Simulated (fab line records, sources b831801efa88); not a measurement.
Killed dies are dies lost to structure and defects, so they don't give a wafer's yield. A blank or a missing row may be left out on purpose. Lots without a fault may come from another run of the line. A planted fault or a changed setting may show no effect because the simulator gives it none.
A struck lot beside a sound one | flow gf180mcu | 15 steps out of a route of 602
Sound: wafers L453.3, L453.4, L453.6. Struck: wafers L446.1, L446.2, L446.6. The cause comes at the end.
At each step with rows: each side's tool, then ch and its chambers, then its first start. Under that, the readings that differ: sound wafers | struck wafers | difference of the means | sigmas: that difference in standard deviations of wafers without a fault.
alike: readings whose means differ by less than 2 such deviations, and words and numbers that are the same on both sides. not compared: withheld readings, readings that some wafer has no value for, bounds like >300 that may hide the same value, and numbers for which the record gives no deviation and whose values overlap.
The two part at a step that has a row with sigmas, a row that says differs or no value, or rows on one side only. Numbers that don't overlap but have no deviation are shown without sigmas and don't part them. A reading that every wafer of one side lacks parts them only if that side has two wafers or more.

GF_STI_STRIP_15: strips in O2/N2.
  sound on plasma_asher-01 ch 0,1, day 5 16:47; struck on plasma_asher-01 ch 0,1, day 4 05:24
  alike: drypump_motor_current_A, heater_power_w, oes_product_au, strip_time_to_endpoint_s
  not compared: rf_hours_counter_h
then, 6 steps without rows for these wafers: GF_STI_CLEAN_16 (cleans in dHF, time 25 s); GF_STI_WET_ETCH_17 (etches Si3N4 in H3PO4, target depth 45 nm, time 514 s); GF_STI_CLEAN_18 (cleans in SC1/SC2, time 150 s); GF_STI_CLEAN_19 (cleans in dHF, time 20 s); GF_STI_WET_ETCH_20 (etches SiO2 in dHF, target depth 20 nm, time 400 s); GF_STI_OXIDATION_21 (stabilise 600 s, purge 300 s, target thk 15 nm).
GF_STI_THK_MEAS_22:
  sound on film_metro-01, day 5 18:31; struck on film_metro-02, day 4 08:17
  alike: STI_OXIDATION_01_THK
then, 1 step without rows for these wafers: GF_STI_CVD_23 (deposits SiO2, target thk 650 nm, time 108.3 s).
GF_STI_THK_MEAS_24:
  sound on film_metro-02, day 5 18:39; struck on film_metro-01, day 4 08:25
  alike: STI_CVD_23_THK
GF_STI_CMP_25: polishes, stops on Si3N4, t overpolish 33 s, target thk 524.6 nm.
  sound on cmp-02 ch 0,1,3, day 5 18:41; struck on cmp-02 ch 1,2,3, day 4 08:35
  alike: motor_current_A, overpolish_run_s, time_to_endpoint_s
then, 1 step without rows for these wafers: GF_STI_WET_ETCH_26 (etches SiO2 in dHF, target depth 94 nm, time 188 s).
GF_STI_WET_ETCH_27: etches Si3N4 in H3PO4, target depth 160 nm, time 1825 s.
  sound on wet_bench-01 ch 2, day 5 19:07; struck on wet_bench-02 ch 2, day 4 08:51
  no value came back on the struck wafers for bath_guard_temp_C (C), bath_heat_duty_pct (%); on the sound wafers bath_guard_temp_C (C) reads 160.0 159.8 160.0
  reading                               | sound | struck          | difference | sigmas
  model.Si3N4_of_STI_CVD_03.thk_nm (nm) | 0 0 0 | 153.5 152.5 152 | +152.7     |
then, 1 step without rows for these wafers: GF_STI_WET_ETCH_28 (etches SiO2 in dHF, target depth 20 nm, time 38.74 s).
-- the record jumps here: 28 days lie between the struck wafers' starts before and after (it left off in module STI and takes up again in module PASSIVATION, whose first step shown is number 602 of the route) --
GF_PASSIVATION_PROBE_99:
  the record has rows for the struck wafers here (prober-01, day 32 00:15) and none for the sound ones

WHERE THEY PART
First at GF_STI_WET_ETCH_27; last, within this record, at GF_PASSIVATION_PROBE_99.

WHY: what the simulator had put in
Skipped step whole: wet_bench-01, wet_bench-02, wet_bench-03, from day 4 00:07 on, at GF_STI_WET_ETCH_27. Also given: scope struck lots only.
